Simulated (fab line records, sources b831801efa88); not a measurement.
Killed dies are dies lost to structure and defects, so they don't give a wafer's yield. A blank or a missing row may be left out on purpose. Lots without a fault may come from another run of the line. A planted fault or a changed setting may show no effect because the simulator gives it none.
A struck lot beside a sound one | flow gf180mcu | 20 steps out of a route of 602
Sound: wafers L550.2, L550.3, L550.6. Struck: wafers L562.4, L562.6. The cause comes at the end.
At each step with rows: each side's tool, then ch and its chambers, then its first start. Under that, the readings that differ: sound wafers | struck wafers | difference of the means | sigmas: that difference in standard deviations of wafers without a fault.
alike: readings whose means differ by less than 2 such deviations, and words and numbers that are the same on both sides. not compared: withheld readings, readings that some wafer has no value for, bounds like >300 that may hide the same value, and numbers for which the record gives no deviation and whose values overlap.
The two part at a step that has a row with sigmas, a row that says differs or no value, or rows on one side only. Numbers that don't overlap but have no deviation are shown without sigmas and don't part them. A reading that every wafer of one side lacks parts them only if that side has two wafers or more.

first, 1 step without rows for these wafers: GF_V5_CVD_00 (deposits SiO2, target thk 300 nm, time 50 s).
GF_V5_THK_MEAS_01:
  sound on film_metro-02, day 27 15:16; struck on film_metro-02, day 31 07:58
  alike: V5_CVD_00_THK
GF_V5_CVD_02: deposits SiO2 from TEOS, target thk 1450 nm, time 163.28 s.
  sound on pecvd-01 ch 1,2, day 27 15:19; struck on pecvd-03 ch 0, day 31 08:03
  alike: heater_power_outer_w, heater_power_w
GF_V5_THK_MEAS_03:
  sound on film_metro-03, day 27 15:29; struck on film_metro-01, day 31 08:11
  alike: V5_CVD_02_THK
GF_V5_CMP_04: polishes SiO2.
  sound on cmp-01 ch 2,3, day 27 15:46; struck on cmp-01 ch 2,3, day 31 08:19
  alike: motor_current_A, slurry_filter_dp_kPa
GF_V5_BOW_MEAS_05:
  sound on film_metro-01, day 27 16:05; struck on film_metro-01, day 31 08:34
  alike: V5_BOW
then, 6 steps without rows for these wafers: GF_V5_DEHYDRATE_06 (time 60 s); GF_V5_HMDS_07 (prime time 60 s); GF_V5_COAT_08; GF_V5_COAT_09 (resist thk 1000 nm); GF_V5_SOFTBAKE_10 (time 60 s); GF_V5_EXPOSE_11 (exposes mask Via5, target cd 260 nm).
GF_V5_PEB_12: peb time 90 s.
  sound on litho_track-01 ch 0, day 28 10:38; struck on litho_track-03 ch 0, day 32 01:03
  reading                  | sound             | struck      | difference | sigmas
  heater_power_total_W (W) | 85.66 85.64 85.62 | 91.58 91.52 | +5.91      | +72
then, 1 step without rows for these wafers: GF_V5_DEVELOP_13 (develop time 60 s).
GF_V5_CD_MEAS_14: target cd 260 nm.
  sound on cd_sem-01, day 28 10:58; struck on cd_sem-01, day 32 01:22
  reading    | sound             | struck      | difference | sigmas
  cd_nm (nm) | 260.4 260.9 260.0 | 256.1 256.7 | -4.0       | -3
GF_V5_OVL_MEAS_15:
  sound on overlay-01, day 28 11:04; struck on overlay-02, day 32 01:26
  alike: V5_OVL
GF_V5_ETCH_16: etches BARC in N2/H2.
  sound on rie_diel-03 ch 1,2, day 28 11:06; struck on rie_diel-03 ch 1,2, day 32 01:29
  reading             | sound           | struck    | difference | sigmas
  model.V5.cd_nm (nm) | 260.4 260.1 260 | 254.9 256 | -4.7       |
  alike: drypump_motor_current_A, oes_product_au, throttle_valve_pct
GF_V5_ETCH_17: etches SiO2 in C4F8/O2/Ar, stops on TiN, target depth 855 nm.
  sound on rie_diel-03 ch 1,2; struck on rie_diel-03 ch 1,2
  reading             | sound             | struck      | difference | sigmas
  model.V5.cd_nm (nm) | 259.7 260.4 259.3 | 255.9 256.3 | -3.7       |
  alike: oes_product_au
GF_V5_STRIP_18: strips in O2/N2.
  sound on plasma_asher-02 ch 0,1, day 28 11:16; struck on plasma_asher-01 ch 1, day 32 01:38
  alike: drypump_motor_current_A, heater_power_w, oes_product_au
  not compared: rf_hours_counter_h
then, 1 step without rows for these wafers: GF_PASSIVATION_PROBE_99.

WHERE THEY PART
First at GF_V5_PEB_12; last, within this record, at GF_V5_CD_MEAS_14. Later steps at which nothing parts them and some readings are alike: GF_V5_OVL_MEAS_15, GF_V5_ETCH_16, GF_V5_ETCH_17, GF_V5_STRIP_18.

WHY: what the simulator had put in
Process parameter drift: litho_track-03, from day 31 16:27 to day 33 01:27, at GF_V5_PEB_12. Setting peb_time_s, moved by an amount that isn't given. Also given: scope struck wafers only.
